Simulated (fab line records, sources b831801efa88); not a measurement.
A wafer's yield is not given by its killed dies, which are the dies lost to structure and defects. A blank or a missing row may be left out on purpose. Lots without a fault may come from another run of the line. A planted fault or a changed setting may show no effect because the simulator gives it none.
Chamber matching | flow sky130 | SKY_VIA1_HDPCVD_00 on hdpcvd-02 has 3 sister chambers
The step deposits SiO2, target thk 1030 nm, time 171.7 s. 6 wafers are shown with their chamber, then 7 later ones without.

WAFERS, EACH WITH ITS CHAMBER
wafer  | chamber | sih4FlowSccm (sccm)
L212.5 | 1       | 60.26
L212.6 | 2       | 60.06
L213.1 | 1       | 59.57
L213.5 | 0       | 60.02
L216.4 | 0       | 59.92
L216.5 | 2       | 59.91

WAFERS MISSING THEIR CHAMBER
wafer  | sih4FlowSccm (sccm)
L216.6 | 60.05
L218.2 | 59.86
L218.5 | 59.83
L218.6 | 60.14
L224.3 | 60.20
L225.1 | 60.02
L225.4 | 60.02

WHICH CHAMBER EACH WENT THROUGH
wafer  | from the rows above          | in truth
L216.6 | can't be placed: 2 or 0 or 1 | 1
L218.2 | can't be placed: 1 or 0 or 2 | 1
L218.5 | can't be placed: 1 or 0 or 2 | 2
L218.6 | can't be placed: 2 or 0 or 1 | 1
L224.3 | can't be placed: 2 or 0 or 1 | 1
L225.1 | can't be placed: 2 or 0 or 1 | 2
L225.4 | can't be placed: 2 or 0 or 1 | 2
Placed correctly: 0 of 7. These rows do not allow placing 7 (true chamber among the candidates in 7). Placed wrongly: 0.
How it was worked out, from the rows above alone: a wafer's distance from a chamber is the root of the sum, over the readings, of the square of ((its reading less the chamber's mean) divided by the reading's scatter). If the next closest chamber is less than 2 further off than the closest, the wafer can't be placed; otherwise it belongs to the closest. Each chamber's mean is taken over the wafers shown for it. The scatter: take each reading less its chamber's mean, square it, sum over the shown wafers, divide by the number of wafers less the number of chambers, and take the root.
